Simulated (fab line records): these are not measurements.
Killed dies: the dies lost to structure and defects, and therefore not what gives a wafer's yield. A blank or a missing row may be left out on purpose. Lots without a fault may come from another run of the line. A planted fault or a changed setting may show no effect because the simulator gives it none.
The tool behind it: which one?    flow gf180mcu    7 lots, 21 wafers sampled, at 4 steps of a route of 602

WHAT THE GAUGES READ, wafer by wafer
GF_POLY_GATE_THK_MEAS_17.
lot   measured      on            POLY_GATE_OXIDATION_THK (nm)
L185  day 9 09:56   filmMetro-02  3.91 3.97 4.03
L187  day 10 00:55  filmMetro-04  3.93 3.89 3.99
L190  day 11 01:49  filmMetro-03  6.69 6.73 6.78
L192  day 11 19:29  filmMetro-03  4.20 4.07 4.09
L201  day 14 12:25  filmMetro-04  4.05 4.05 4.02
L204  day 15 08:38  filmMetro-03  3.89 3.91 3.88
L206  day 15 20:56  filmMetro-04  4.02 4.11 3.96

WHAT TOOL EACH LOT RAN ON (gives the tool, then ch and the chambers of the sampled wafers, and finally the start)
lot   GF_VT_IMPLANT_RTA_45             GF_POLY_GATE_STRIP_14                GF_POLY_GATE_OXIDATION_16
L185  rtpAnneal-01 ch 0, day 8 01:53   plasmaAsher-01 ch 0,1, day 9 07:40   furnace-02 ch 0, day 9 08:41
L187  rtpAnneal-01 ch 0, day 8 11:23   plasmaAsher-01 ch 0,1, day 9 23:17   furnace-02 ch 0, day 9 23:39
L190  rtpAnneal-02 ch 0, day 9 00:32   plasmaAsher-01 ch 0,1, day 10 19:05  furnace-02 ch 0, day 10 21:52
L192  rtpAnneal-01 ch 0, day 9 14:58   plasmaAsher-01 ch 0,1, day 11 11:13  furnace-02 ch 0, day 11 18:13
L201  rtpAnneal-02 ch 0, day 12 00:25  plasmaAsher-01 ch 0,1, day 14 05:13  furnace-01 ch 0, day 14 11:10
L204  rtpAnneal-01 ch 0, day 12 21:11  plasmaAsher-01 ch 0,1, day 15 07:13  furnace-02 ch 0, day 15 07:22
L206  rtpAnneal-02 ch 0, day 13 08:11  plasmaAsher-02 ch 0,1, day 15 18:49  furnace-02 ch 0, day 15 19:40
- GF_VT_IMPLANT_RTA_45: time 30 s.
- GF_POLY_GATE_STRIP_14: strips in O2/N2.
- GF_POLY_GATE_OXIDATION_16: stabilise 600 s, purge 300 s, target thk 4 nm.

THE ANSWER, worked out from the rows above alone
Rule: the lots themselves supply what counts as usual. The widest of any qualifying gaps counts: lots, ordered by their means at a reading, are off when they make up no more than a third of the lots, leave a main group of 4 or more, and stand apart from it by 3 or more times the standard deviation of that group's means. A main group whose means are all the same, to the digits that the tables above print for the reading, isn't used. A lot without any number at a reading at which 4 lots or more have one is off too. The other lots that the step has rows for count as sound.
Off: L190, seen at GF_POLY_GATE_THK_MEAS_17 (POLY_GATE_OXIDATION_THK). The main group has a mean of 4.00 nm with a standard deviation of 0.074.
If a tool, at a process step before that reading, ran all the lots that are off and no sound lot after the first of them, it fits. Those tools and the gauges at GF_POLY_GATE_THK_MEAS_17 are tried in the same way. None of those tried fits.

WHAT THE SIMULATOR HAD PUT IN
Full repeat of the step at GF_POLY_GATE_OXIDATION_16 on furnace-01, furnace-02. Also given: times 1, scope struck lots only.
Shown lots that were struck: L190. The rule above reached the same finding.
